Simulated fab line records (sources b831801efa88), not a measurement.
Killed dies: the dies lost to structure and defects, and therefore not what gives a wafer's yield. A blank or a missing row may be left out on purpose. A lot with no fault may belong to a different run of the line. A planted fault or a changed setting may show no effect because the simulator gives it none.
A lot that was struck, set against a sound lot / flow sky130 / 17 out of 708 route steps
Sound: these wafers, L345.4, L345.5, L345.6. Struck: wafers L351.3, L351.5 (left out: L351.2, a lot-mate that was not struck); the cause follows at the end.
Per side, at each step with rows, come the tool, then ch with its chambers, and then its first start. Under that, the readings that differ: sound wafers / struck wafers / difference of the means / sigmas: that difference in standard deviations of wafers without a fault.
alike: words and numbers the same on both sides, and readings whose means are apart by under 2 such deviations; not compared: readings that were withheld, readings missing a value for some wafer, numbers with overlapping values and no deviation given by the record, and bounds like >300 which may hide the same value.
The two part at a step that has a row with sigmas, a row that says differs or no value, or rows on one side only. Non-overlapping numbers with no deviation appear without sigmas and do not part them. A reading that every wafer of one side lacks parts them only if that side has two wafers or more.

SKY_FIELD_ISO_THK_MEAS_02:
  sound on filmMetro-04, day 2 03:27; struck on filmMetro-03, day 3 09:18
  alike: FIELD_ISO_OXIDATION_00_THK
then, 1 step without rows for these wafers: SKY_FIELD_ISO_CVD_03 (deposits Si3N4 from DCS/NH3, target thk 165 nm, time 2830 s).
SKY_FIELD_ISO_THK_MEAS_04:
  sound on filmMetro-02, day 2 05:17; struck on filmMetro-03, day 3 11:09
  alike: FIELD_ISO_CVD_03_THK
then, 8 steps without rows for these wafers: SKY_FIELD_ISO_DEHYDRATE_05 (time 60 s); SKY_FIELD_ISO_HMDS_06 (prime time 62.55 s); SKY_FIELD_ISO_COAT_07 (resist thk 60 nm); SKY_FIELD_ISO_COAT_08 (resist thk 450 nm); SKY_FIELD_ISO_SOFTBAKE_09 (time 90 s); SKY_FIELD_ISO_EXPOSE_10 (exposes mask FOM, target cd 150 nm); SKY_FIELD_ISO_PEB_11; SKY_FIELD_ISO_DEVELOP_12 (develop time 60 s).
SKY_FIELD_ISO_CD_MEAS_13 targets a cd of 150 nm.
  sound on cdSem-02, day 2 20:10; struck on cdSem-02, day 4 03:19
  alike: cdNm
SKY_FIELD_ISO_ETCH_14: etches BARC in N2/H2, stops on SiO2, time 45.9 s, target depth 60 nm.
  sound on rieDiel-02 ch 0,1,3, day 2 20:14; struck on rieDiel-02 ch 1, day 4 03:25
reading=biasW (W); sound=100.42 100.47 99.52; struck=- -; difference=no value on the struck wafers; sigmas=
reading=oesProductAu (a.u.); sound=0.850 0.859 0.851; struck=0.996 0.996; difference=+0.143; sigmas=+30
reading=runLengthS (s); sound=74.3 74.0 74.4; struck=53.5 53.3; difference=-20.8; sigmas=-50
reading=model.KrF-thick_of_FIELD_ISO_COAT_08.thkNm (nm); sound=392 391.8 392.1; struck=413.9 413.9; difference=+21.9; sigmas=
reading=model.etch.depthNm (nm); sound=59.84 59.84 59.94; struck=42.53 42.38; difference=-17.42; sigmas=
reading=model.FIELD_ISO.cdNm (nm); sound=151.7 150.8 151.2; struck=152.6 153; difference=+1.6; sigmas=
  alike: chamberPressureMTorr, drypumpMotorCurrentA, throttleValvePct
  not compared: rfHoursCounterH
SKY_FIELD_ISO_ETCH_15: etches the open film in CHF3/O2, stops on Si, target depth 180 nm, time 72 s.
  sound on rieDiel-02 ch 0,1,3, day 2 20:17; struck on rieDiel-02 ch 1, day 4 03:28
reading=oesProductAu (a.u.); sound=0.946 0.952 0.946; struck=0.379 0.379; difference=-0.569; sigmas=-79
reading=throttleValvePct (%); sound=8.864 8.855 8.851; struck=8.663 8.671; difference=-0.190; sigmas=-17
reading=model.KrF-thick_of_FIELD_ISO_COAT_08.thkNm (nm); sound=233.5 234.2 235; struck=258.6 256.5; difference=+23.3; sigmas=
  alike: biasW, chamberPressureMTorr, drypumpMotorCurrentA, runLengthS
  not compared: rfHoursCounterH
SKY_FIELD_ISO_STRIP_16: strips in O2/N2.
  sound on plasmaAsher-03 ch 0,1, day 2 20:22; struck on plasmaAsher-04 ch 0, day 4 03:31
reading=drypumpMotorCurrentA (A); sound=4.7 5.7 4.7; struck=6.3 6.4; difference=+1.3; sigmas=+2
reading=oesProductAu (a.u.); sound=0.377 0.380 0.386; struck=0.393 0.388; difference=+0.010; sigmas=+2
reading=stripTimeToEndpointS (s); sound=3.517 3.533 3.549; struck=3.791 3.775; difference=+0.250; sigmas=+10
  alike: chamberPressureMTorr
  not compared: rfHoursCounterH
SKY_FIELD_ISO_ETCH_17: etches Si in HBr/Cl2/O2, target depth 342 nm, time 97.7 s.
  sound on rieSi-02 ch 0,3, day 2 20:26; struck on rieSi-02 ch 2,3, day 4 03:37
reading=model.FIELD_ISO.cdNm (nm); sound=152.3 151 151.6; struck=155 154.7; difference=+3; sigmas=
  alike: HBr_flow_sccm, biasW, chamberPressureMTorr, drypumpMotorCurrentA, oesProductAu, runLengthS, throttleValvePct
  not compared: rfHoursCounterH
then, 1 step without rows for these wafers: SKY_FIELD_ISO_WET_ETCH_18 (etches Si3N4 in H3PO4, target depth 25 nm, time 286 s).

WHERE THEY PART
First at SKY_FIELD_ISO_ETCH_14; last, within this record, at SKY_FIELD_ISO_STRIP_16. Later steps at which nothing parts them and some readings are alike: SKY_FIELD_ISO_ETCH_17.

WHY: the cause the simulator had injected
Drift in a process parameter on rieDiel-02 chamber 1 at SKY_FIELD_ISO_ETCH_14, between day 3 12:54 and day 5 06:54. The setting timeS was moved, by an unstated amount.
